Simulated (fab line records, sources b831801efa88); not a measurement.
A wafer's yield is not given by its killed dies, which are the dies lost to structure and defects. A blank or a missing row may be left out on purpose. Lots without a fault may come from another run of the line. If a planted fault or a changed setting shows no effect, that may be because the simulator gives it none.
fab line records	flow sky130
[record] lots = 24	wafers = 72	last-day = 50
route steps=708 shown FIELD_ISO@15 DNWELL@44 SONOS_TUNNEL@161 GATE_OXIDE@197 SD_N@349
lots with no fault: from the same line, run without faults
start-h: the number of hours between the record's first day and the start of the first shown wafer of the lot	wait-h: time in hours since the lot's previous step	" repeats the value in the row above	L1.1+2: a single row standing in for several wafers	- no value, or no start given	* or withheld: withheld	< > ~ a bound
route shown NAME@n: names a module that has steps shown in the file, with the first one's number in the route	usual: mean and standard deviation over wafers with no fault	same: alike in all rows	chamber/n: place in a boat	sites: each site's reading	_std_site: the standard deviation of these	_edge_site: inner sites' mean taken away from outer sites' mean	radius-mm: how far each site lies from the wafer's centre	mask NAME#n: copy n	behind: the most recent tool/chamber to have shaped the wafer	hold: what put the lot on hold/how long, in hours/how the hold closed	device: which transistor (n, p or np) failed to switch	end of line: the tests these same wafers got at the end of their route	step lacking rows: just its recipe	killed: dies that structure and defects cost at the first sort, which is not the same as the wafer's yield	map: a wafer's dies, marking killed ones x, the rest . and places with no die _
set.NAME: the run value of the setting; set.NAME@STEP: its run value at that earlier step	model.NAME: the simulator's own value behind a step, which no gauge read
steps of the route over a sample of lots; a table a step, a row a wafer
services: from which hour (start-h, from the record's first day; less than 0 if before it) a tool's chamber was out of use, for how many hours, and why
[[steps]]
[step SKY_FIELD_ISO_ETCH_14]
[recipe] chemistry = N2/H2	target = BARC	ion-energy-ev = 200	source-w = 500	bias-w = 100	pressure-mtorr = 30	n2-flow-sccm = 100	h2-flow-sccm = 200	stop-on = SiO2	time-s = 45.9	target-depth-a = 600
[usual] drypump-motor-current-A = 5.9/0.38	oes-product-au = 0.855/0.0051	throttle-valve-pct = 13.225/0.0097
lot.wafer	tool	chamber	start-h	wait-h	drypump-motor-current-A	oes-product-au	rf-hours-counter-h	throttle-valve-pct
L074.2	rie-diel-02	1	31.03	0.1	5.7	0.844	117	13.222
L074.4	"	3	"	"	6.6	0.853	39	13.212
L074.5	"	2	"	"	5.5	0.854	-	13.220
L075.1	rie-diel-01	0	34.96	0.1	5.2	0.857	7	13.211
L075.2	"	1	"	"	6.2	0.854	113	13.225
L075.6	"	1	"	"	6.2	0.863	-	13.211
L076.1	rie-diel-01	0	41.63	0.1	5.2	0.857	8	13.224
L076.3	"	2	"	"	6.1	0.853	45	13.235
L076.5	"	3	"	"	6.1	0.851	-	13.234
L077.1	rie-diel-01	1	46.03	0.1	6.2	0.854	113	13.215
L077.4	"	0	"	"	5.2	0.857	8	13.212
L077.6	"	2	"	"	6.0	0.854	-	13.229
L078.2	rie-diel-03	1	52.96	0.1	5.5	0.852	95	13.227
L078.3	"	3	"	"	5.9	0.862	38	13.220
L078.4	"	2	"	"	6.3	0.861	121	13.223
L079.1	rie-diel-02	3	55.33	0.1	6.6	0.864	40	13.229
L079.3	"	1	"	"	5.6	0.851	118	13.234
L079.5	"	2	"	"	5.5	0.858	-	13.209
L080.1	rie-diel-03	1	61.53	0.1	5.5	0.857	95	13.221
L080.4	"	2	"	"	6.3	0.843	-	13.227
L080.6	"	3	"	"	5.9	0.855	-	13.222
L081.1	rie-diel-02	0	65.13	0.1	5.8	0.861	0	13.204
L081.4	"	1	"	"	5.6	0.855	118	13.226
L081.6	"	1	"	"	5.6	0.861	-	13.231
L082.1	rie-diel-01	1	70.21	0.1	6.2	0.865	113	13.218
L082.2	"	2	"	"	6.1	0.853	46	13.225
L082.5	"	1	"	"	6.2	0.859	-	13.222
L083.2	rie-diel-03	2	75.83	0.1	6.3	0.862	121	13.217
L083.4	"	2	"	"	6.3	0.859	-	13.231
L083.6	"	3	"	"	5.9	0.859	-	13.208
L084.2	rie-diel-03	0	80.03	0.1	5.6	0.852	0	13.225
L084.4	"	2	"	"	6.3	0.853	121	13.233
L084.6	"	0	"	"	5.6	0.854	-	13.228
L085.2	rie-diel-01	3	87.86	0.1	6.1	0.846	2	13.222
L085.4	"	1	"	"	6.2	0.849	114	13.225
L085.5	"	0	"	"	5.2	0.850	-	13.212
L086.1	rie-diel-03	3	93.43	0.1	5.9	0.855	39	13.220
L086.4	"	1	"	"	5.6	0.855	96	13.227
L086.6	"	1	"	"	5.6	0.853	-	13.214
L087.1	rie-diel-02	0	96.65	0.1	5.8	0.859	1	13.213
L087.5	"	3	"	"	6.6	0.850	-	13.224
L087.6	"	0	"	"	5.7	0.848	-	13.215
L088.1	rie-diel-03	0	100.68	0.1	5.6	0.862	0	13.218
L088.3	"	3	"	"	5.9	0.853	39	13.236
L088.4	"	1	"	"	5.6	0.850	96	13.211
L089.1	rie-diel-03	2	111.56	0.1	6.3	0.850	122	13.223
L089.2	"	0	"	"	5.6	0.850	0	13.210
L089.3	"	1	"	"	5.6	0.858	96	13.229
L090.2	rie-diel-02	3	113.23	0.1	6.6	0.850	41	13.230
L090.4	"	0	"	"	5.7	0.858	1	13.239
L090.6	"	1	"	"	5.6	0.853	-	13.218
L091.1	rie-diel-01	2	118.73	0.1	6.1	0.855	47	13.236
L091.3	"	1	"	"	6.2	0.850	114	13.246
L091.6	"	3	"	"	6.1	0.854	-	13.225
L092.4	rie-diel-01	2	122.98	0.0	6.1	0.853	47	13.224
L092.5	"	3	"	"	6.1	0.859	-	13.229
L092.6	"	0	"	"	5.2	0.847	-	13.236
L093.3	rie-diel-02	0	129.23	0.1	5.7	0.857	1	13.243
L093.4	"	2	"	"	5.5	0.862	100	13.223
L093.6	"	3	"	"	6.6	0.843	-	13.221
L094.1	rie-diel-03	1	132.83	0.1	5.6	0.858	97	13.210
L094.4	"	0	"	"	5.6	0.851	1	13.197
L094.5	"	1	"	"	5.5	0.855	-	13.225
L095.1	rie-diel-03	1	138.98	0.1	5.5	0.854	97	13.227
L095.4	"	0	"	"	5.6	0.852	1	13.225
L095.6	"	0	"	"	5.6	0.849	-	13.236
L096.2	rie-diel-02	1	143.48	0.1	5.6	0.857	120	13.218
L096.4	"	3	"	"	6.6	0.853	42	13.232
L096.5	"	0	"	"	5.8	0.851	-	13.230
L097.1	rie-diel-03	0	147.68	0.1	5.6	0.864	1	13.220
L097.3	"	1	"	"	5.6	0.857	97	13.223
L097.6	"	2	"	"	6.3	0.861	-	13.231
[step SKY_DNWELL_TW_MEAS_09]
[usual] DNWELL_TW = 1109/8
lot.wafer	tool	chamber	start-h	wait-h	DNWELL_TW
L074.2	film-metro-04	-	54.87	0.1	1102
L074.4	"	-	"	"	1099
L074.5	"	-	"	"	1097
L075.1	film-metro-04	-	56.76	0.1	1103
L075.2	"	-	"	"	1111
L075.6	"	-	"	"	1105
L076.1	film-metro-04	-	64.61	0.1	1102
L076.3	"	-	"	"	1095
L076.5	"	-	"	"	1096
L077.1	film-metro-01	-	68.76	0.1	1119
L077.4	"	-	"	"	1123
L077.6	"	-	"	"	1116
L078.2	film-metro-04	-	74.77	0.1	1110
L078.3	"	-	"	"	1112
L078.4	"	-	"	"	1104
L079.1	film-metro-04	-	79.56	0.1	1108
L079.3	"	-	"	"	1106
L079.5	"	-	"	"	1104
L080.1	film-metro-02	-	90.24	0.1	1109
L080.4	"	-	"	"	1104
L080.6	"	-	"	"	1110
L081.1	film-metro-01	-	95.66	0.1	1116
L081.4	"	-	"	"	1117
L081.6	"	-	"	"	1122
L082.1	film-metro-02	-	98.26	0.1	1122
L082.2	"	-	"	"	1123
L082.5	"	-	"	"	1119
L084.2	film-metro-01	-	108.11	0.1	1107
L084.4	"	-	"	"	1107
L084.6	"	-	"	"	1111
L083.2	film-metro-02	-	108.42	0.1	1108
L083.4	"	-	"	"	1104
L083.6	"	-	"	"	1105
L085.2	film-metro-01	-	116.17	0.1	1114
L085.4	"	-	"	"	1113
L085.5	"	-	"	"	1116
L086.1	film-metro-01	-	121.01	0.1	1109
L086.4	"	-	"	"	1113
L086.6	"	-	"	"	1113
L087.1	film-metro-04	-	122.76	0.1	1100
L087.5	"	-	"	"	1106
L087.6	"	-	"	"	1103
L088.1	film-metro-04	-	129.21	0.1	1104
L088.3	"	-	"	"	1098
L088.4	"	-	"	"	1102
L089.1	film-metro-01	-	136.91	0.1	1120
L089.2	"	-	"	"	1115
L089.3	"	-	"	"	1122
L090.2	film-metro-04	-	139.77	0.1	1104
L090.4	"	-	"	"	1104
L090.6	"	-	"	"	1106
L091.1	film-metro-02	-	144.71	0.1	1107
L091.3	"	-	"	"	1109
L091.6	"	-	"	"	1109
L092.4	film-metro-02	-	148.37	0.1	1110
L092.5	"	-	"	"	1102
L092.6	"	-	"	"	1104
L093.3	film-metro-01	-	154.73	0.1	1128
L093.4	"	-	"	"	1118
L093.6	"	-	"	"	1123
L094.1	film-metro-02	-	159.21	0.1	1096
L094.4	"	-	"	"	1108
L094.5	"	-	"	"	1104
L095.1	film-metro-02	-	165.81	0.1	1102
L095.4	"	-	"	"	1097
L095.6	"	-	"	"	1101
L096.2	film-metro-02	-	170.87	0.1	1110
L096.4	"	-	"	"	1103
L096.5	"	-	"	"	1107
L097.1	film-metro-02	-	175.01	0.1	1093
L097.3	"	-	"	"	1105
L097.6	"	-	"	"	1100
[step SKY_SONOS_TUNNEL_CD_MEAS_07]
[recipe] target-cd-nm = 410
[usual] cd-nm = 409.4/2.3
lot.wafer	tool	chamber	start-h	wait-h	cd-nm
L074.2	cd-sem-02	-	253.68	0.1	407.2
L074.4	"	-	"	"	408.0
L074.5	"	-	"	"	409.4
L075.1	cd-sem-02	-	256.56	0.1	409.6
L075.2	"	-	"	"	410.6
L075.6	"	-	"	"	411.1
L076.1	cd-sem-02	-	266.21	0.1	405.2
L076.3	"	-	"	"	406.9
L076.5	"	-	"	"	406.9
L077.1	cd-sem-01	-	272.71	0.1	404.7
L077.4	"	-	"	"	407.1
L077.6	"	-	"	"	403.8
L078.2	cd-sem-02	-	282.98	0.1	414.1
L078.3	"	-	"	"	410.5
L078.4	"	-	"	"	411.7
L079.1	cd-sem-01	-	290.26	0.1	409.7
L079.3	"	-	"	"	411.4
L079.5	"	-	"	"	412.3
L080.1	cd-sem-02	-	306.86	0.1	411.5
L080.4	"	-	"	"	410.1
L080.6	"	-	"	"	409.1
L081.1	cd-sem-02	-	313.26	0.1	411.0
L081.4	"	-	"	"	411.8
L081.6	"	-	"	"	410.1
L082.1	cd-sem-02	-	318.91	0.1	409.9
L082.2	"	-	"	"	408.3
L082.5	"	-	"	"	408.6
L084.2	cd-sem-01	-	336.18	0.1	408.3
L084.4	"	-	"	"	408.5
L084.6	"	-	"	"	408.3
L083.2	cd-sem-01	-	336.83	0.1	408.2
L083.4	"	-	"	"	409.7
L083.6	"	-	"	"	412.1
L085.2	cd-sem-02	-	344.68	0.1	409.0
L085.4	"	-	"	"	409.3
L085.5	"	-	"	"	410.5
L086.1	cd-sem-02	-	351.96	0.1	407.2
L086.4	"	-	"	"	407.0
L086.6	"	-	"	"	404.9
L087.1	cd-sem-02	-	353.51	0.1	405.4
L087.5	"	-	"	"	405.9
L087.6	"	-	"	"	406.5
L088.1	cd-sem-02	-	364.81	0.1	409.2
L088.3	"	-	"	"	408.7
L088.4	"	-	"	"	410.9
L089.1	cd-sem-02	-	375.81	0.1	409.2
L089.2	"	-	"	"	410.1
L089.3	"	-	"	"	410.4
L090.2	cd-sem-01	-	379.33	0.1	408.0
L090.4	"	-	"	"	405.9
L090.6	"	-	"	"	408.8
L091.1	cd-sem-01	-	386.46	0.1	407.6
L091.3	"	-	"	"	407.3
L091.6	"	-	"	"	409.0
L092.4	cd-sem-02	-	393.57	0.1	411.5
L092.5	"	-	"	"	410.5
L092.6	"	-	"	"	407.9
L093.3	cd-sem-01	-	402.75	0.1	412.2
L093.4	"	-	"	"	410.4
L093.6	"	-	"	"	413.1
L094.1	cd-sem-02	-	406.71	0.1	410.3
L094.4	"	-	"	"	409.1
L094.5	"	-	"	"	409.6
L095.1	cd-sem-02	-	418.96	0.1	408.3
L095.4	"	-	"	"	406.9
L095.6	"	-	"	"	409.7
L096.2	cd-sem-02	-	424.18	0.1	411.1
L096.4	"	-	"	"	411.7
L096.5	"	-	"	"	410.1
L097.1	cd-sem-01	-	431.86	0.1	412.6
L097.3	"	-	"	"	415.3
L097.6	"	-	"	"	414.5
[step SKY_GATE_OXIDE_OVL_MEAS_10]
[usual] GATE_OXIDE_OVL = -0.5/1.4
lot.wafer	tool	chamber	start-h	wait-h	GATE_OXIDE_OVL[nm]
L074.2	overlay-02	-	312.39	0.1	-1.8
L074.4	"	-	"	"	-1.4
L074.5	"	-	"	"	-2.6
L075.1	overlay-01	-	317.36	0.1	1.3
L075.2	"	-	"	"	1.6
L075.6	"	-	"	"	2.3
L076.1	overlay-02	-	326.76	0.1	-2.4
L076.3	"	-	"	"	-2.7
L076.5	"	-	"	"	-1.4
L077.1	overlay-02	-	331.49	0.1	-0.6
L077.4	"	-	"	"	0.3
L077.6	"	-	"	"	-1.7
L078.2	overlay-02	-	345.19	0.1	-0.5
L078.3	"	-	"	"	-0.3
L078.4	"	-	"	"	-0.8
L079.1	overlay-02	-	356.36	0.1	-2.0
L079.3	"	-	"	"	-1.8
L079.5	"	-	"	"	-1.8
L080.1	overlay-01	-	369.66	0.1	-1.8
L080.4	"	-	"	"	-0.3
L080.6	"	-	"	"	-1.4
L081.1	overlay-01	-	379.01	0.1	-1.2
L081.4	"	-	"	"	-0.8
L081.6	"	-	"	"	-0.6
L082.1	overlay-01	-	386.06	0.1	-0.4
L082.2	"	-	"	"	0.8
L082.5	"	-	"	"	1.4
L084.2	overlay-02	-	403.46	0.1	-1.7
L084.4	"	-	"	"	-1.3
L084.6	"	-	"	"	-1.9
L083.2	overlay-02	-	404.11	0.1	1.3
L083.4	"	-	"	"	0.9
L083.6	"	-	"	"	2.4
L085.2	overlay-01	-	410.82	0.1	-1.8
L085.4	"	-	"	"	-0.7
L085.5	"	-	"	"	-0.6
L086.1	overlay-02	-	417.36	0.1	2.6
L086.4	"	-	"	"	0.7
L086.6	"	-	"	"	1.2
L087.1	overlay-01	-	417.41	0.1	-0.6
L087.5	"	-	"	"	-1.3
L087.6	"	-	"	"	-0.7
L088.1	overlay-02	-	428.66	0.1	-0.6
L088.3	"	-	"	"	-0.7
L088.4	"	-	"	"	-0.6
L089.1	overlay-02	-	444.41	0.1	-2.9
L089.2	"	-	"	"	-2.3
L089.3	"	-	"	"	-1.4
L090.2	overlay-02	-	448.59	0.2	0.5
L090.4	"	-	"	"	-0.4
L090.6	"	-	"	"	-0.2
L091.1	overlay-02	-	456.41	0.1	-2.6
L091.3	"	-	"	"	-2.1
L091.6	"	-	"	"	-0.4
L092.4	overlay-02	-	462.80	2.3	1.7
L092.5	"	-	"	"	0.5
L092.6	"	-	"	"	1.6
L093.3	overlay-02	-	469.72	0.1	1.8
L093.4	"	-	"	"	0.1
L093.6	"	-	"	"	1.4
L094.1	overlay-02	-	478.29	0.2	-0.8
L094.4	"	-	"	"	-1.2
L094.5	"	-	"	"	-0.3
L095.1	overlay-01	-	487.69	0.1	1.2
L095.4	"	-	"	"	0.1
L095.6	"	-	"	"	-0.9
L096.2	overlay-01	-	494.72	0.1	-1.5
L096.4	"	-	"	"	1.7
L096.5	"	-	"	"	0.9
L097.1	overlay-01	-	501.21	0.1	1.0
L097.3	"	-	"	"	1.1
L097.6	"	-	"	"	1.7
[step SKY_GATE_OXIDE_STRIP_13]
[recipe] chemistry = O2/N2	power-w = 1400	pressure-mtorr = 1500	platen-temp-c = withheld	o2-flow-sccm = 3000	n2-flow-sccm = 300	overash-fraction = 0.5
[usual] drypump-motor-current-A = 6.01/0.28	oes-product-au = 0.715/0.0046	strip-time-to-endpoint-s = 14.17/0.037
lot.wafer	tool	chamber	start-h	wait-h	drypump-motor-current-A	oes-product-au	rf-hours-counter-h	strip-time-to-endpoint-s
L074.2	plasma-asher-01	0	312.68	0.0	5.92	0.712	64	14.15
L074.4	"	0	"	"	5.91	0.725	-	14.21
L074.5	"	0	"	"	5.92	0.711	-	14.19
L075.1	plasma-asher-04	1	317.65	0.0	6.44	0.716	19	14.20
L075.2	"	0	"	"	5.92	0.711	19	14.19
L075.6	"	0	"	"	5.93	0.718	-	14.21
L076.1	plasma-asher-04	0	327.05	0.0	5.91	0.714	20	14.15
L076.3	"	1	"	"	6.45	0.715	-	14.15
L076.5	"	0	"	"	5.95	0.719	-	14.13
L077.1	plasma-asher-01	1	331.78	0.0	5.68	0.717	66	14.17
L077.4	"	0	"	"	5.91	0.715	-	14.19
L077.6	"	1	"	"	5.69	0.714	-	14.18
L078.2	plasma-asher-01	0	345.48	0.0	5.92	0.715	67	14.19
L078.3	"	0	"	"	5.93	0.720	-	14.21
L078.4	"	1	"	"	5.70	0.718	-	14.16
L079.1	plasma-asher-02	0	356.65	0.0	5.71	0.710	67	14.23
L079.3	"	0	"	"	5.71	0.722	-	14.19
L079.5	"	1	"	"	6.26	0.715	-	14.16
L080.1	plasma-asher-01	1	369.95	0.0	5.69	0.714	69	14.25
L080.4	"	0	"	"	5.92	0.713	-	14.24
L080.6	"	0	"	"	5.93	0.713	-	14.22
L081.1	plasma-asher-01	0	379.30	0.0	5.91	0.717	70	14.20
L081.4	"	1	"	"	5.68	0.718	-	14.15
L081.6	"	1	"	"	5.68	0.720	-	14.23
L082.1	plasma-asher-02	0	386.37	0.0	5.74	0.702	70	14.07
L082.2	"	1	"	"	6.26	0.720	70	14.14
L082.5	"	0	"	"	5.75	0.720	-	14.08
L084.2	plasma-asher-01	0	403.74	0.0	5.92	0.714	73	14.17
L084.4	"	1	"	"	5.68	0.716	-	14.21
L084.6	"	0	"	"	5.93	0.714	-	14.16
L083.2	plasma-asher-02	0	404.40	0.0	5.75	0.719	72	14.21
L083.4	"	0	"	"	5.73	0.723	-	14.21
L083.6	"	1	"	"	6.27	0.715	-	14.18
L085.2	plasma-asher-04	1	411.10	0.0	6.46	0.710	28	14.23
L085.4	"	0	"	"	5.95	0.716	-	14.25
L085.5	"	1	"	"	6.45	0.724	-	14.22
L086.1	plasma-asher-04	0	417.65	0.0	5.91	0.723	29	14.16
L086.4	"	1	"	"	6.43	0.716	-	14.17
L086.6	"	1	"	"	6.46	0.714	-	14.15
L087.1	plasma-asher-02	1	417.75	0.1	6.26	0.722	73	14.16
L087.5	"	1	"	"	6.27	0.707	-	14.20
L087.6	"	0	"	"	5.75	0.720	-	14.18
L088.1	plasma-asher-04	0	428.96	0.0	5.95	0.708	30	14.14
L088.3	"	0	"	"	5.95	0.719	-	14.15
L088.4	"	1	"	"	6.43	0.717	-	14.15
L089.1	plasma-asher-04	1	444.70	0.0	6.45	0.710	32	14.24
L089.2	"	0	"	"	5.93	0.718	32	14.18
L089.3	"	0	"	"	5.95	0.711	-	14.17
L090.2	plasma-asher-04	1	448.87	0.0	6.43	0.711	32	14.22
L090.4	"	0	"	"	5.94	0.717	-	14.20
L090.6	"	1	"	"	6.46	0.711	-	14.20
L091.1	plasma-asher-04	0	456.69	0.0	5.94	0.705	33	14.08
L091.3	"	0	"	"	5.94	0.713	-	14.12
L091.6	"	0	"	"	5.93	0.713	-	14.16
L092.4	plasma-asher-01	0	463.11	0.0	5.93	0.711	-	14.16
L092.5	"	1	"	"	5.66	0.719	-	14.08
L092.6	"	0	"	"	5.93	0.714	-	14.14
L093.3	plasma-asher-02	1	470.04	0.0	6.27	0.717	-	14.19
L093.4	"	0	"	"	5.71	0.722	-	14.19
L093.6	"	0	"	"	5.74	0.724	-	14.19
L094.1	plasma-asher-01	0	478.58	0.0	5.91	0.715	81	14.14
L094.4	"	1	"	"	5.68	0.711	-	14.16
L094.5	"	0	"	"	5.95	0.707	-	14.15
L095.1	plasma-asher-04	1	487.98	0.0	6.43	0.714	36	14.16
L095.4	"	0	"	"	5.92	0.714	-	14.19
L095.6	"	0	"	"	5.91	0.714	-	14.13
L096.2	plasma-asher-04	1	495.00	0.0	6.44	0.718	37	14.12
L096.4	"	1	"	"	6.46	0.723	-	14.18
L096.5	"	0	"	"	5.93	0.712	-	14.18
L097.1	plasma-asher-02	1	501.50	0.0	6.25	0.715	7	14.16
L097.3	"	1	"	"	6.26	0.711	-	14.17
L097.6	"	0	"	"	5.74	0.715	-	14.14
[step SKY_SD_N_CD_MEAS_07]
[recipe] target-cd-nm = 380
[usual] cd-nm = 380.4/2.3
lot.wafer	tool	chamber	start-h	wait-h	cd-nm
L074.2	cd-sem-02	-	649.92	0.1	381.0
L074.4	"	-	"	"	381.6
L074.5	"	-	"	"	381.5
L075.1	cd-sem-01	-	656.71	0.1	380.4
L075.2	"	-	"	"	381.2
L075.6	"	-	"	"	380.7
L076.1	cd-sem-01	-	664.20	0.1	382.8
L076.3	"	-	"	"	382.8
L076.5	"	-	"	"	381.5
L077.1	cd-sem-01	-	668.70	0.1	376.5
L077.4	"	-	"	"	379.5
L077.6	"	-	"	"	379.7
L078.2	cd-sem-02	-	683.82	0.1	378.8
L078.3	"	-	"	"	378.7
L078.4	"	-	"	"	377.3
L079.1	cd-sem-01	-	696.09	0.1	380.7
L079.3	"	-	"	"	382.6
L079.5	"	-	"	"	380.4
L080.1	cd-sem-02	-	707.96	0.1	386.0
L080.4	"	-	"	"	381.1
L080.6	"	-	"	"	382.7
L081.1	cd-sem-02	-	716.90	0.1	378.8
L081.4	"	-	"	"	378.9
L081.6	"	-	"	"	380.0
L082.1	cd-sem-01	-	724.70	0.1	381.0
L082.2	"	-	"	"	380.1
L082.5	"	-	"	"	379.6
L084.2	cd-sem-01	-	739.83	0.1	381.0
L084.4	"	-	"	"	380.0
L084.6	"	-	"	"	380.2
L083.2	cd-sem-02	-	741.42	0.1	378.0
L083.4	"	-	"	"	376.5
L083.6	"	-	"	"	376.0
L085.2	cd-sem-01	-	745.86	0.1	379.6
L085.4	"	-	"	"	379.2
L085.5	"	-	"	"	378.4
L086.1	cd-sem-02	-	751.06	0.1	379.5
L086.4	"	-	"	"	379.1
L086.6	"	-	"	"	377.7
L087.1	cd-sem-02	-	752.31	0.1	384.3
L087.5	"	-	"	"	382.6
L087.6	"	-	"	"	383.4
L088.1	cd-sem-01	-	756.84	0.1	386.3
L088.3	"	-	"	"	384.3
L088.4	"	-	"	"	381.7
L089.1	cd-sem-01	-	772.45	0.1	378.8
L089.2	"	-	"	"	381.8
L089.3	"	-	"	"	381.5
L090.2	cd-sem-01	-	778.61	0.1	381.8
L090.4	"	-	"	"	382.0
L090.6	"	-	"	"	380.0
L091.1	cd-sem-02	-	784.29	0.1	383.1
L091.3	"	-	"	"	382.0
L091.6	"	-	"	"	382.5
L092.4	cd-sem-02	-	792.56	0.1	378.6
L092.5	"	-	"	"	378.9
L092.6	"	-	"	"	380.2
L093.3	cd-sem-01	-	794.78	0.1	382.1
L093.4	"	-	"	"	379.3
L093.6	"	-	"	"	378.8
L094.1	cd-sem-02	-	799.45	0.1	378.6
L094.4	"	-	"	"	377.8
L094.5	"	-	"	"	376.8
L095.1	cd-sem-01	-	813.91	0.1	379.1
L095.4	"	-	"	"	378.0
L095.6	"	-	"	"	380.0
L096.2	cd-sem-02	-	815.22	0.1	377.4
L096.4	"	-	"	"	378.8
L096.5	"	-	"	"	378.9
L097.1	cd-sem-01	-	823.99	0.1	380.9
L097.3	"	-	"	"	381.8
L097.6	"	-	"	"	381.4
[[services]]
tool	chamber	start-h	hours	kind
plasma-asher-02	-	16.10	0.9	repair
rie-diel-03	-	19.66	14.6	pm
plasma-asher-02	-	21.75	1.2	repair
plasma-asher-01	-	85.12	1.2	repair
plasma-asher-04	-	108.75	9.0	pm
rie-diel-01	-	133.99	14.6	pm
rie-diel-03	2	152.81	35.8	repair
rie-diel-01	0	162.69	8.2	repair
rie-diel-03	0	244.04	2.0	repair
plasma-asher-04	-	245.88	5.9	pm
plasma-asher-01	-	246.66	1.7	repair
rie-diel-02	3	294.75	9.4	repair
rie-diel-01	-	296.64	1.2	repair
rie-diel-03	2	297.33	1.6	repair
plasma-asher-02	-	305.66	4.8	repair
rie-diel-01	0	307.21	9.0	repair
rie-diel-03	1	366.32	8.2	repair
plasma-asher-02	-	421.25	9.0	pm
rie-diel-01	3	432.41	3.6	repair
rie-diel-03	0	451.97	9.8	repair
rie-diel-01	3	473.88	6.0	repair
rie-diel-02	2	475.83	1.4	repair
plasma-asher-02	-	476.85	0.5	repair
plasma-asher-04	-	491.66	2.3	repair
[[key]]
fault none
